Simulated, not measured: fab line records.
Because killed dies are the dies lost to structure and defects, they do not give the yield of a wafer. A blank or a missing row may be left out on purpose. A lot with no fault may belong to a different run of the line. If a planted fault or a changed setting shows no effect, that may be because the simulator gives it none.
A struck lot beside a sound one / flow sky130 / 21 out of 708 route steps
Sound: wafers L130.2, L130.3, L130.5. Wafers L143.3, L143.4, L143.5 were the ones struck. The cause is given at the end.
Order at every step that has rows: each side's tool, ch and its chambers, its first start. Under that, the readings that differ: sound wafers / struck wafers / difference of the means / sigmas: that difference in standard deviations of wafers without a fault.
alike: readings with means less than 2 such deviations apart, plus words and numbers identical on both sides. not compared: withheld readings, readings lacking a value on some wafer, bounds such as >300 that could conceal the same value, and numbers that have no deviation in the record and whose values overlap.
The two part at a step that has a row with sigmas, a row that says differs or no value, or rows on one side only. Non-overlapping numbers with no deviation appear without sigmas and do not part them. Lack of a reading on every wafer of one side parts them only where that side has two or more wafers.

first, 1 step without rows for these wafers: SKY_RES_XHIGH_IMPLANT_07.
SKY_RES_XHIGH_STRIP_08: strips in O2/N2.
  sound on plasma-asher-02 ch 0,1, day 27 21:17; struck on plasma-asher-02 ch 0,1, day 32 03:05
reading=strip-time-to-endpoint-s (s); sound=14.36 14.39 14.36; struck=14.23 14.28 14.24; difference=-0.12; sigmas=-2
  alike: chamber-pressure-mTorr, drypump-motor-current-A, oes-product-au
  not compared: rf-hours-counter-h
SKY_RES_XHIGH_TW_MEAS_09:
  struck on film-metro-04, day 32 03:10; sound on film-metro-04, day 27 21:24
  alike: RES_XHIGH_TW
then, 7 steps without rows for these wafers: SKY_SD_N_DEHYDRATE_00 (time 60 s); SKY_SD_N_HMDS_01 (prime time 60 s); SKY_SD_N_COAT_02 (resist thk 1140 nm); SKY_SD_N_SOFTBAKE_03 (time 60 s); SKY_SD_N_EXPOSE_04 (exposes mask NSDM, target cd 380 nm); SKY_SD_N_PEB_05; SKY_SD_N_DEVELOP_06 (develop time 60 s).
SKY_SD_N_CD_MEAS_07: target cd 380 nm.
  struck on cd-sem-01, day 33 06:00; sound on cd-sem-02, day 29 01:32
  alike: cd-nm
SKY_SD_N_OVL_MEAS_08:
  struck on overlay-02, day 33 06:05; sound on overlay-01, day 29 01:40
  alike: SD_N_OVL
SKY_SD_N_IMPLANT_09:
  sound on implanter-01 ch 0, day 29 01:44; struck on implanter-01 ch 0, day 33 06:29
reading=dose-ions-cm2; sound=3.989e+15 3.988e+15 3.992e+15; struck=4e+15 4.004e+15 3.996e+15; difference=+1e+13; sigmas=+2
  alike: beam-on-s
after that, 1 step had no rows for these wafers: SKY_SD_N_IMPLANT_10.
SKY_SD_N_STRIP_11: strips in O2/N2.
  sound on plasma-asher-01 ch 0,1, day 29 02:00; struck on plasma-asher-02 ch 0,1, day 33 07:10
reading=oes-product-au (a.u.); sound=0.519 0.533 0.534; struck=0.519 0.518 0.506; difference=-0.014; sigmas=-3
reading=strip-time-to-endpoint-s (s); sound=22.61 22.58 22.55; struck=23.81 23.84 23.84; difference=+1.25; sigmas=+29
  alike: chamber-pressure-mTorr, drypump-motor-current-A
  not compared: rf-hours-counter-h
SKY_SD_N_TW_MEAS_12:
  struck on film-metro-02, day 33 07:18; sound on film-metro-01, day 29 02:07
reading=SD_N_TW; sound=3965 3950 3942; struck=4033 4029 4022; difference=+76; sigmas=+3
then, 1 step without rows for these wafers: SKY_SD_N_CLEAN_13 (cleans in SC1/SC2, time 150 s).
SKY_SD_N_RTA_14: time 2 s.
  sound on rtp-anneal-02 ch 0, day 29 02:13; struck on rtp-anneal-01 ch 0, day 33 07:25
reading=chamber-o2-ppm; sound=2.016 2.011 2.015; struck=1.983 1.964 1.956; difference=-0.046; sigmas=-2
  alike: lamp-power-pct, wafer_temp_C_max
SKY_SD_N_RS_MEAS_16: measures by four-point-probe.
  struck on film-metro-01, day 33 07:43; sound on film-metro-04, day 29 02:25
reading=SD_N_RS (ohm/sq); sound=68.49 68.66 68.68; struck=63.68 63.57 63.77; difference=-4.94; sigmas=-41
SKY_SD_N_RS_MEAS_17: measures by four-point-probe.
  struck on film-metro-01, day 33 07:50; sound on film-metro-04, day 29 02:32
  alike: SD_P_RS
-- here the record skips 16 days between the struck wafers' starts before and after, leaving off in module SD_N and picking up in module PAD_OPEN (first step shown: number 708 of the route) --
SKY_PAD_OPEN_PROBE_99:
  struck on prober-02, day 49 14:45; sound on prober-02, day 46 15:49
reading=killed-dies; sound=90 99 104; struck=74 69 84; difference=-22; sigmas=-2
reading=killed-short; sound=51 42 54; struck=26 27 43; difference=-17; sigmas=-3
reading=model.etest.res-ndiff.line-ohm-um; sound=772.5 766.8 765.9; struck=669.2 639.3 661.8; difference=-111.6; sigmas=
reading=model.etest.nfet-g5v0d10v5.r-on-ohm-um; sound=1864 1869 1888; struck=1836 1818 1814; difference=-51; sigmas=
reading=model.etest.sonos-uncharged.r-on-ohm-um; sound=790.9 809 813.2; struck=746 722.2 739.7; difference=-68; sigmas=
reading=model.etest.nfet_01v8.r-on-ohm-um; sound=818.3 826.3 836.4; struck=815.7 795.9 804.2; difference=-21.7; sigmas=
reading=model.etest.licon-ndiff.rc-ohm; sound=180.2 177 177.3; struck=160.4 147.8 155.2; difference=-23.7; sigmas=
reading=model.etest.nfet_01v8_lvt.drive-ua-um; sound=582.3 576 578.7; struck=596.4 598.5 599.7; difference=+19.2; sigmas=
reading=model.etest.nfet_01v8.drive-ua-um; sound=510.2 504.3 499.1; struck=514.6 526.2 523.8; difference=+17.0; sigmas=
reading=model.etest.res-ndiff.rs-ohm-sq; sound=118.7 118.6 118.8; struck=101.7 102.9 102.4; difference=-16.4; sigmas=
  alike: killed_at_M0_to_M3, killed_at_M4_up, killed-at-contacts, killed-at-front-end, killed-at-other, killed-open

## WHERE THEY PART
At SKY_RES_XHIGH_STRIP_08 first; at SKY_PAD_OPEN_PROBE_99 last (within this record only).

WHY: whatever the simulator had introduced
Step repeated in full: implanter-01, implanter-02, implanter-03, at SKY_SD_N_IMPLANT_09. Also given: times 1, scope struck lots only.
